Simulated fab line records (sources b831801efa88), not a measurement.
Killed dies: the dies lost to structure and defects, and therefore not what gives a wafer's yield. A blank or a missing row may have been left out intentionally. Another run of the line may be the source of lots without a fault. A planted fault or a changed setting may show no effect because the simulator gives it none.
Comparing a struck lot with a sound one / flow sky130 / 16 steps out of a route of 708
Sound: these wafers, L857.3, L857.4, L857.5. Wafers L864.3, L864.4 were the ones struck. Last of all comes the cause.
Per side, at each step with rows, come the tool, then ch with its chambers, and then its first start. Under that, the readings that differ: sound wafers / struck wafers / difference of the means / sigmas: that difference in standard deviations of wafers without a fault.
alike: words and numbers the same on both sides, and readings whose means are apart by under 2 such deviations; not compared: readings that were withheld, readings missing a value for some wafer, numbers with overlapping values and no deviation given by the record, and bounds like >300 which may hide the same value.
A row with sigmas, a row that says differs or no value, or rows on one side alone: a step with any of these is where the two part. Non-overlapping numbers with no deviation appear without sigmas and do not part them. A reading that every wafer of one side lacks parts them only if that side has two wafers or more.

first, 2 steps without rows for these wafers: SKY_METAL4_PEB_11; SKY_METAL4_DEVELOP_12 (develop time 60 s).
SKY_METAL4_CD_MEAS_13: target cd 300 nm.
  struck on cd_sem-01, day 43 21:30; sound on cd_sem-01, day 41 20:00
  alike: cd_nm
SKY_METAL4_OVL_MEAS_14:
  struck on overlay-01, day 43 21:35; sound on overlay-01, day 41 20:05
  alike: METAL4_OVL
SKY_METAL4_DESCUM_15: chemistry O2, time 8 s.
  sound on rie_metal-02 ch 0,1, day 41 20:08; struck on rie_metal-01 ch 0,1, day 43 21:38
  alike: drypump_motor_current_A, oes_product_au, temp_c
  not compared: rf_hours_counter_h
SKY_METAL4_ETCH_16: etches BARC in N2/H2, stops on SiO2, time 88.2 s, target depth 60 nm.
  sound on rie_metal-02 ch 0,1, day 41 20:11; struck on rie_metal-01 ch 0,1, day 43 21:41
reading=throttle_valve_pct (%); sound=13.198 13.204 13.177; struck=13.231 13.193; difference=+0.019; sigmas=+2
  alike: drypump_motor_current_A, oes_product_au
  not compared: rf_hours_counter_h
SKY_METAL4_ETCH_17: etches SiO2 in C4F8/O2/Ar, stops on TiN, time 3.9 s, target depth 15 nm.
  sound on rie_diel-04 ch 1,3, day 41 20:15; struck on rie_diel-04 ch 0,2, day 43 21:45
  alike: oes_product_au
SKY_METAL4_METAL_ETCH_18: etches the open film in Cl2/BCl3, stops on SiO2, target depth 845 nm, time 183.1 s.
  sound on rie_metal-01 ch 0, day 41 20:23; struck on rie_metal-02 ch 0,1, day 43 21:50
  alike: drypump_motor_current_A, oes_product_au, throttle_valve_pct
  not compared: rf_hours_counter_h
then, 4 steps without rows for these wafers: SKY_METAL4_STRIP_19 (strips in O2/N2); SKY_METAL4_STRIP_20 (strips in post etch residue remover, time 1200 s); SKY_METAL4_CLEAN_21 (cleans in IPA, time 180 s); SKY_METAL4_CLEAN_22 (cleans in O3/DIW).
SKY_VIA4_HDPCVD_00: deposits SiO2, target thk 1750 nm, time 291.7 s.
  sound on hdpcvd-02 ch 0,1,2, day 41 21:28; struck on hdpcvd-02 ch 1, day 43 22:32
reading=model.SiO2_of_VIA4_HDPCVD_00.thk_nm (nm); sound=1744 1755 1751; struck=2288 2276; difference=+532; sigmas=
SKY_VIA4_THK_MEAS_01:
  struck on film_metro-04, day 43 22:44; sound on film_metro-02, day 41 21:40
reading=VIA4_HDPCVD_THK (nm); sound=1744 1755 1752; struck=2287 2275; difference=+531; sigmas=+27
SKY_VIA4_CMP_02: polishes SiO2.
  sound on cmp-01 ch 1,3, day 41 21:42; struck on cmp-01 ch 0,2, day 43 22:47
  alike: motor_current_A
-- the record jumps here: 4 days lie between the struck wafers' starts before and after (it left off in module VIA4 and takes up again in module PAD_OPEN, whose first step shown is number 708 of the route) --
SKY_PAD_OPEN_PROBE_99:
  rows exist in the record for the struck wafers here (prober-01, day 47 16:16), but not for the sound ones

WHERE THEY PART
Earliest at SKY_METAL4_ETCH_16; latest, in this record, at SKY_PAD_OPEN_PROBE_99.

WHY: whatever the simulator had introduced
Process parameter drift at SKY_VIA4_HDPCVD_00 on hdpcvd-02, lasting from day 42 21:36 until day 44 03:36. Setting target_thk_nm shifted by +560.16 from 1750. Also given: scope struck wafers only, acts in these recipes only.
